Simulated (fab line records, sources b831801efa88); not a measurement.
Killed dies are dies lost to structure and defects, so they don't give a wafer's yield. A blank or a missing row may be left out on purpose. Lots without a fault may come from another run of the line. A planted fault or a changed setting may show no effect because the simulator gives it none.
Problem report in the 8D (eight disciplines) form, filled by code | flow gf180mcu | the parts of the form that need people (team, actions taken, sign-off) are left out

1. THE PROBLEM
tube_center_temp_C at GF_DUAL_GATE_OXIDATION_15 reads a mean of 854.81 C on 6 wafers of 2 lots; wafers without a fault read 849.99 C with a standard deviation of 0.087. That is +55 standard deviations from the usual mean.
The step: stabilise 600 s, purge 300 s, target thk 7.098 nm.
First seen on wafer L973.2, day 13 12:05, on furnace-02. The record holds 18 wafers of 6 lots with a number at this step. Rule for "out", or "out of limits": more than 4 standard deviations from the usual mean. The other wafers with a number count as sound.

2. WHAT IT IS AND WHAT IT IS NOT
question                    | is                                         | is not
which readings at this step | tube_center_temp_C, tube_center_temp_C_max | -
which lots                  | L973, L976                                 | L958, L961, L965, L967
which wafers of those lots  | all that have a number                     | -
read on which tools         | furnace-02                                 | furnace-01
when                        | from day 13 12:05                          | up to then (12 sound wafers)

3. SUSPECTS, AND WHAT RULES EACH OUT
Counting: a tool at a process step up to the reading stays a suspect if it ran every lot that is out and no sound lot after the first of them.
- furnace-02 at GF_DUAL_GATE_OXIDATION_15 (stabilise 600 s, purge 300 s, target thk 7.098 nm): kept. It ran every lot that is out, first L973 (day 13 12:05), and no sound lot after that; its last sound lot up to then is L967 (day 11 18:44). Its own readings are out on those wafers: tube_center_temp_C, tube_center_temp_C_max.
Left after counting: furnace-02 at GF_DUAL_GATE_OXIDATION_15.

4. THE CAUSE (what the simulator had put in)
Process parameter drift: furnace-02, from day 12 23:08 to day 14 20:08, at GF_DUAL_GATE_OXIDATION_15. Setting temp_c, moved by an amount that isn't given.
Counting left only this tool.

5. THE CHAIN OF EFFECTS, in route order
Each row: a reading whose mean over the struck wafers that have a number lies more than 3 standard deviations from the usual. Only readings for which the record gives a usual standard deviation are gone through. hours: the time from each lot's start at the first step in this table that gives one to its start at this step, as a median over the lots. sigmas: the change in usual standard deviations.
hours | step                      | reading                | usual    | on struck wafers | change | sigmas
0     | GF_DUAL_GATE_OXIDATION_15 | spike_tc_centre_C      | 852.2 C  | 856.9            | +4.7   | +4.9
0     | GF_DUAL_GATE_OXIDATION_15 | spike_tc_top_C         | 862.9 C  | 866.7            | +3.8   | +3.4
0     | GF_DUAL_GATE_OXIDATION_15 | spike_tc_upper_C       | 849.4 C  | 854.1            | +4.7   | +3.9
0     | GF_DUAL_GATE_OXIDATION_15 | tube_center_temp_C     | 849.99 C | 854.81           | +4.82  | +55
0     | GF_DUAL_GATE_OXIDATION_15 | tube_center_temp_C_max | 852.2    | 857.0            | +4.8   | +13
The process steps in it:
- GF_DUAL_GATE_OXIDATION_15: stabilise 600 s, purge 300 s, target thk 7.098 nm.

6. WHAT WOULD HAVE CAUGHT IT SOONER
In this record the first reading out of limits was taken at day 13 12:05, 13 hours after the fault began at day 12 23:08.
